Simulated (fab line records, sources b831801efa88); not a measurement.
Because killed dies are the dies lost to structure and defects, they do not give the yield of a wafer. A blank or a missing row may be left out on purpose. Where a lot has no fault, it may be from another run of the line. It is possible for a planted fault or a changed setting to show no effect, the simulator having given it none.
One fault through the eyes of 2 desks    flow sfqLine    each desk has only its own numbers; what lay behind them comes last

== AT THE METROLOGY DESK ==
What the gauges read for every lot (on any tool): the sampled wafers with a number, averaged. If a lot's mean is further than 4 standard deviations from the usual mean, the lot is out of limits and carries the mark OUT (the distance appears in the brackets).
Columns: A = JJ_NB_RS at SFQ_JJ_RS_MEAS_929, usual 1.051 ohm/sq; B = J5_OVL at SFQ_JJ_OVL_MEAS_931, usual 1 nm
lot   first seen here  A      B
L128  day 49 07:14     1.037  -1
L129  day 49 14:50     1.040  10
L130  day 49 16:41     1.050  -0
L132  day 51 16:03     1.030  2
L134  day 52 05:02     1.062  4
L135  day 52 15:17     1.062  2
L136  day 57 07:29     1.045  2
L137  day 57 11:04     1.047  0
L139  day 57 23:04     1.075  -4
L141  day 58 22:46     1.050  -1
L145  day 59 16:46     1.055  -1
L147  day 62 11:38     1.047  -4
L148  day 62 20:14     1.060  9
L149  day 63 02:05     1.062  -3
This desk found nothing out of limits on any of the 14 lots.

== TOOL OWNER'S DESK, krfScanner-02 ==
The tool's own readings at SFQ_TRILAYER_JJ_CE_LITHO_EXPOSE_115 (exposes mask J5, target cd 700 nm): means of the sampled wafers that have a number, for each lot that ran on this tool. If a lot's mean is further than 4 standard deviations from the usual mean, the lot is out of limits and carries the mark OUT (the distance appears in the brackets).
Columns: A = exposureDoseMJCm2 at SFQ_TRILAYER_JJ_CE_LITHO_EXPOSE_115, usual 14.398; B = focusOffsetNm at SFQ_TRILAYER_JJ_CE_LITHO_EXPOSE_115, usual 0.0 nm
lot   first seen here  A                 B
L132  day 55 05:53     14.388            -0.2
L134  day 55 08:17     14.399            0.3
L135  day 55 09:29     14.404            -0.2
L147  day 66 15:50     14.406            -0.2
L148  day 66 23:02     13.195 (-75) OUT  -0.1
L149  day 67 06:38     13.168 (-77) OUT  0.0
This desk's verdict: out of limits on L148, L149, starting with L148 at day 66 23:02 (exposureDoseMJCm2 at SFQ_TRILAYER_JJ_CE_LITHO_EXPOSE_115). Within limits: L132, L134, L135, L147.

== BROUGHT TOGETHER ==
An alarm could have come from the tool owner's desk at day 66 23:02, on L148, L149.
The metrology desk saw nothing out of limits.
The metrology desk has L148, L149 on record, within its limits.
The lots listed all ran SFQ_TRILAYER_JJ_CE_LITHO_EXPOSE_115 on krfScanner-02.

== WHAT THE SIMULATOR PUT IN ==
Process parameter drift: krfScanner-02, from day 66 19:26 on, at SFQ_TRILAYER_JJ_CE_LITHO_EXPOSE_115. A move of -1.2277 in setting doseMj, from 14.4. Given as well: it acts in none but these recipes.
Shown lots that were struck: L148, L149.
Delay in hours, fault start to first out-of-limits reading, by desk: the tool owner's desk at 4.
